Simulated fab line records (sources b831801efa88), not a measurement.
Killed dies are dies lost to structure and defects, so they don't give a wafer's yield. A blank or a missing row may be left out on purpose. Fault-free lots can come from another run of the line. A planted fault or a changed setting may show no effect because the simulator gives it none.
Which tool is to blame? :: flow sky130 :: 36 wafers from 12 lots sampled at 4 of the route's 708 steps

WHAT THE GAUGES READ, wafer by wafer
SKY_CONTACT_RS_MEAS_25: measures by four-point-probe. Usual: CONTACT_W_RS gives 0.340 ohm/sq (standard deviation 0.0045).
lot: L245
measured: day 31 00:55
on: film-metro-02
CONTACT_W_RS (ohm/sq): 0.326 0.331 0.331
flag: 

lot: L248
measured: day 32 08:26
on: film-metro-02
CONTACT_W_RS (ohm/sq): 0.343 0.342 0.337
flag: 

lot: L249
measured: day 32 18:36
on: film-metro-02
CONTACT_W_RS (ohm/sq): 0.340 0.340 0.339
flag: 

lot: L250
measured: day 33 04:51
on: film-metro-01
CONTACT_W_RS (ohm/sq): 0.340 0.344 0.347
flag: 

lot: L251
measured: day 33 07:29
on: film-metro-01
CONTACT_W_RS (ohm/sq): 0.339 0.342 0.338
flag: 

lot: L256
measured: day 34 22:37
on: film-metro-03
CONTACT_W_RS (ohm/sq): 0.345 0.341 0.343
flag: 

lot: L258
measured: day 35 15:02
on: film-metro-02
CONTACT_W_RS (ohm/sq): 0.332 0.333 0.339
flag: 

lot: L259
measured: day 35 21:32
on: film-metro-02
CONTACT_W_RS (ohm/sq): 0.342 0.345 0.338
flag: 

lot: L260
measured: day 36 08:28
on: film-metro-01
CONTACT_W_RS (ohm/sq): 0.335 0.335 0.338
flag: 

lot: L264
measured: day 38 03:32
on: film-metro-02
CONTACT_W_RS (ohm/sq): 0.343 0.338 0.337
flag: 

lot: L267
measured: day 38 18:44
on: film-metro-03
CONTACT_W_RS (ohm/sq): 0.342 0.342 0.344
flag: 

lot: L268
measured: day 40 08:24
on: film-metro-01
CONTACT_W_RS (ohm/sq): 0.342 0.345 0.345
flag: 

EACH LOT AND THE TOOL THAT RAN IT (in order: tool; ch and the chambers of the sampled wafers; start)
lot: L245
SKY_LDD_P_STRIP_10: plasma-asher-01 ch 0,1, day 18 12:40
SKY_SD_P_IMPLANT_09: implanter-01 ch 0, day 24 21:07
SKY_CONTACT_ETCH_16: rie-diel-03 ch 0,1,2, day 31 00:00

lot: L248
SKY_LDD_P_STRIP_10: plasma-asher-02 ch 0,1, day 19 20:58
SKY_SD_P_IMPLANT_09: implanter-02 ch 0, day 26 05:57
SKY_CONTACT_ETCH_16: rie-diel-01 ch 0,1,3, day 32 07:33

lot: L249
SKY_LDD_P_STRIP_10: plasma-asher-03 ch 0,1, day 20 06:03
SKY_SD_P_IMPLANT_09: implanter-02 ch 0, day 26 16:10
SKY_CONTACT_ETCH_16: rie-diel-01 ch 0,1,3, day 32 17:42

lot: L250
SKY_LDD_P_STRIP_10: plasma-asher-01 ch 0,1, day 20 21:22
SKY_SD_P_IMPLANT_09: implanter-01 ch 0, day 27 05:45
SKY_CONTACT_ETCH_16: rie-diel-04 ch 0,2,3, day 33 03:57

lot: L251
SKY_LDD_P_STRIP_10: plasma-asher-01 ch 0,1, day 21 00:12
SKY_SD_P_IMPLANT_09: implanter-04 ch 0, day 27 06:42
SKY_CONTACT_ETCH_16: rie-diel-03 ch 0,1, day 33 06:33

lot: L256
SKY_LDD_P_STRIP_10: plasma-asher-03 ch 0, day 22 22:16
SKY_SD_P_IMPLANT_09: implanter-04 ch 0, day 29 02:27
SKY_CONTACT_ETCH_16: rie-diel-01 ch 0,1,3, day 34 21:39

lot: L258
SKY_LDD_P_STRIP_10: plasma-asher-03 ch 0,1, day 23 15:56
SKY_SD_P_IMPLANT_09: implanter-04 ch 0, day 29 17:54
SKY_CONTACT_ETCH_16: rie-diel-01 ch 0,1,2, day 35 14:06

lot: L259
SKY_LDD_P_STRIP_10: plasma-asher-02 ch 0, day 23 22:34
SKY_SD_P_IMPLANT_09: implanter-04 ch 0, day 30 00:45
SKY_CONTACT_ETCH_16: rie-diel-01 ch 1,2,3, day 35 20:37

lot: L260
SKY_LDD_P_STRIP_10: plasma-asher-03 ch 0,1, day 24 12:30
SKY_SD_P_IMPLANT_09: implanter-04 ch 0, day 30 13:27
SKY_CONTACT_ETCH_16: rie-diel-04 ch 1,2, day 36 07:09

lot: L264
SKY_LDD_P_STRIP_10: plasma-asher-02 ch 0,1, day 26 08:36
SKY_SD_P_IMPLANT_09: implanter-02 ch 0, day 32 10:43
SKY_CONTACT_ETCH_16: rie-diel-03 ch 0,1,2, day 38 02:36

lot: L267
SKY_LDD_P_STRIP_10: plasma-asher-01 ch 0,1, day 27 02:22
SKY_SD_P_IMPLANT_09: implanter-02 ch 0, day 33 01:16
SKY_CONTACT_ETCH_16: rie-diel-04 ch 1,2,3, day 38 17:48

lot: L268
SKY_LDD_P_STRIP_10: plasma-asher-02 ch 0,1, day 29 00:15
SKY_SD_P_IMPLANT_09: implanter-04 ch 0, day 34 19:04
SKY_CONTACT_ETCH_16: rie-diel-04 ch 1,2,3, day 40 07:30
- SKY_LDD_P_STRIP_10: strips in O2/N2.
- SKY_SD_P_IMPLANT_09
- SKY_CONTACT_ETCH_16: etches BARC in N2/H2, stops on SiO2, time 45.9 s, target depth 60 nm.

WHAT THE TOOLS THEMSELVES READ (means of the sampled wafers that have a number; where no wafer has one, the mark that the record gives instead)
SKY_LDD_P_STRIP_10. Usual: drypump-motor-current-A 6.0 A, standard deviation 0.42; oes-product-au 0.716 a.u., standard deviation 0.0048; strip-time-to-endpoint-s 14.21 s, standard deviation 0.042.
lot: L245
tool: plasma-asher-01
drypump-motor-current-A (A): 6.0
oes-product-au (a.u.): 0.718
strip-time-to-endpoint-s (s): 14.22
flag: 

lot: L248
tool: plasma-asher-02
drypump-motor-current-A (A): 5.9
oes-product-au (a.u.): 0.711
strip-time-to-endpoint-s (s): 14.11
flag: 

lot: L249
tool: plasma-asher-03
drypump-motor-current-A (A): 5.8
oes-product-au (a.u.): 0.715
strip-time-to-endpoint-s (s): 14.23
flag: 

lot: L250
tool: plasma-asher-01
drypump-motor-current-A (A): 6.0
oes-product-au (a.u.): 0.717
strip-time-to-endpoint-s (s): 14.20
flag: 

lot: L251
tool: plasma-asher-01
drypump-motor-current-A (A): 6.0
oes-product-au (a.u.): 0.712
strip-time-to-endpoint-s (s): 14.18
flag: 

lot: L256
tool: plasma-asher-03
drypump-motor-current-A (A): 6.1
oes-product-au (a.u.): 0.711
strip-time-to-endpoint-s (s): 14.24
flag: 

lot: L258
tool: plasma-asher-03
drypump-motor-current-A (A): 5.8
oes-product-au (a.u.): 0.714
strip-time-to-endpoint-s (s): 14.23
flag: 

lot: L259
tool: plasma-asher-02
drypump-motor-current-A (A): 5.8
oes-product-au (a.u.): 0.712
strip-time-to-endpoint-s (s): 14.22
flag: 

lot: L260
tool: plasma-asher-03
drypump-motor-current-A (A): 5.6
oes-product-au (a.u.): 0.720
strip-time-to-endpoint-s (s): 14.22
flag: 

lot: L264
tool: plasma-asher-02
drypump-motor-current-A (A): 5.9
oes-product-au (a.u.): 0.718
strip-time-to-endpoint-s (s): 14.22
flag: 

lot: L267
tool: plasma-asher-01
drypump-motor-current-A (A): 6.3
oes-product-au (a.u.): 0.715
strip-time-to-endpoint-s (s): 14.16
flag: 

lot: L268
tool: plasma-asher-02
drypump-motor-current-A (A): 5.9
oes-product-au (a.u.): 0.717
strip-time-to-endpoint-s (s): 14.20
flag: 

SKY_SD_P_IMPLANT_09. Usual: beam-energy-keV at 20.001, with a standard deviation of 0.0068.
lot: L245
tool: implanter-01
beam-energy-keV: 20.010
flag: 

lot: L248
tool: implanter-02
beam-energy-keV: 19.994
flag: 

lot: L249
tool: implanter-02
beam-energy-keV: 19.994
flag: 

lot: L250
tool: implanter-01
beam-energy-keV: 19.994
flag: 

lot: L251
tool: implanter-04
beam-energy-keV: 20.004
flag: 

lot: L256
tool: implanter-04
beam-energy-keV: 19.998
flag: 

lot: L258
tool: implanter-04
beam-energy-keV: 19.806
flag: OFF

lot: L259
tool: implanter-04
beam-energy-keV: 19.790
flag: OFF

lot: L260
tool: implanter-04
beam-energy-keV: 19.803
flag: OFF

lot: L264
tool: implanter-02
beam-energy-keV: 19.994
flag: 

lot: L267
tool: implanter-02
beam-energy-keV: 20.001
flag: 

lot: L268
tool: implanter-04
beam-energy-keV: 20.005
flag: 

SKY_CONTACT_ETCH_16. Usual: drypump-motor-current-A 5.6 A, standard deviation 0.39; oes-product-au 0.854 a.u., standard deviation 0.0047; rf-fwd-power-W 494.3 W, standard deviation 2.1; throttle-valve-pct 13.226 %, standard deviation 0.009.
lot: L245
tool: rie-diel-03
drypump-motor-current-A (A): 5.6
oes-product-au (a.u.): 0.850
rf-fwd-power-W (W): 493.4
throttle-valve-pct (%): 13.225
flag: 

lot: L248
tool: rie-diel-01
drypump-motor-current-A (A): 5.5
oes-product-au (a.u.): 0.856
rf-fwd-power-W (W): 495.1
throttle-valve-pct (%): 13.227
flag: 

lot: L249
tool: rie-diel-01
drypump-motor-current-A (A): 5.4
oes-product-au (a.u.): 0.852
rf-fwd-power-W (W): 494.7
throttle-valve-pct (%): 13.223
flag: 

lot: L250
tool: rie-diel-04
drypump-motor-current-A (A): 5.7
oes-product-au (a.u.): 0.862
rf-fwd-power-W (W): 492.6
throttle-valve-pct (%): 13.228
flag: 

lot: L251
tool: rie-diel-03
drypump-motor-current-A (A): 5.3
oes-product-au (a.u.): 0.856
rf-fwd-power-W (W): 495.7
throttle-valve-pct (%): 13.227
flag: 

lot: L256
tool: rie-diel-01
drypump-motor-current-A (A): 5.5
oes-product-au (a.u.): 0.848
rf-fwd-power-W (W): 494.2
throttle-valve-pct (%): 13.221
flag: 

lot: L258
tool: rie-diel-01
drypump-motor-current-A (A): 5.2
oes-product-au (a.u.): 0.847
rf-fwd-power-W (W): 493.9
throttle-valve-pct (%): 13.233
flag: 

lot: L259
tool: rie-diel-01
drypump-motor-current-A (A): 5.4
oes-product-au (a.u.): 0.855
rf-fwd-power-W (W): 494.4
throttle-valve-pct (%): 13.221
flag: 

lot: L260
tool: rie-diel-04
drypump-motor-current-A (A): 5.8
oes-product-au (a.u.): 0.855
rf-fwd-power-W (W): 494.6
throttle-valve-pct (%): 13.224
flag: 

lot: L264
tool: rie-diel-03
drypump-motor-current-A (A): 5.6
oes-product-au (a.u.): 0.855
rf-fwd-power-W (W): 493.4
throttle-valve-pct (%): 13.220
flag: 

lot: L267
tool: rie-diel-04
drypump-motor-current-A (A): 5.9
oes-product-au (a.u.): 0.853
rf-fwd-power-W (W): 494.2
throttle-valve-pct (%): 13.235
flag: 

lot: L268
tool: rie-diel-04
drypump-motor-current-A (A): 5.9
oes-product-au (a.u.): 0.855
rf-fwd-power-W (W): 494.0
throttle-valve-pct (%): 13.232
flag: 

THE ANSWER, worked out from the rows above alone
Rule: take the mean of a lot's wafers that have a number; if it is more than 3 standard deviations from the usual mean, the lot is off. Also off: a lot with no number at a reading for which 4 or more lots have one. The other lots that the step has rows for count as sound. First the gauges in route order, then the tools' own readings, where a lot's mean is used as printed above. At the first step where some lot is off, the reading lying furthest off is the one used; lots without a number count as furthest.
Off: L258, L259, L260 (SKY_SD_P_IMPLANT_09, beam-energy-keV).
A tool fits if, at that step or a process step before it, it ran every lot that is off, and no sound lot after the first of them. None of those tried fits.

WHAT WAS PUT IN BY THE SIMULATOR
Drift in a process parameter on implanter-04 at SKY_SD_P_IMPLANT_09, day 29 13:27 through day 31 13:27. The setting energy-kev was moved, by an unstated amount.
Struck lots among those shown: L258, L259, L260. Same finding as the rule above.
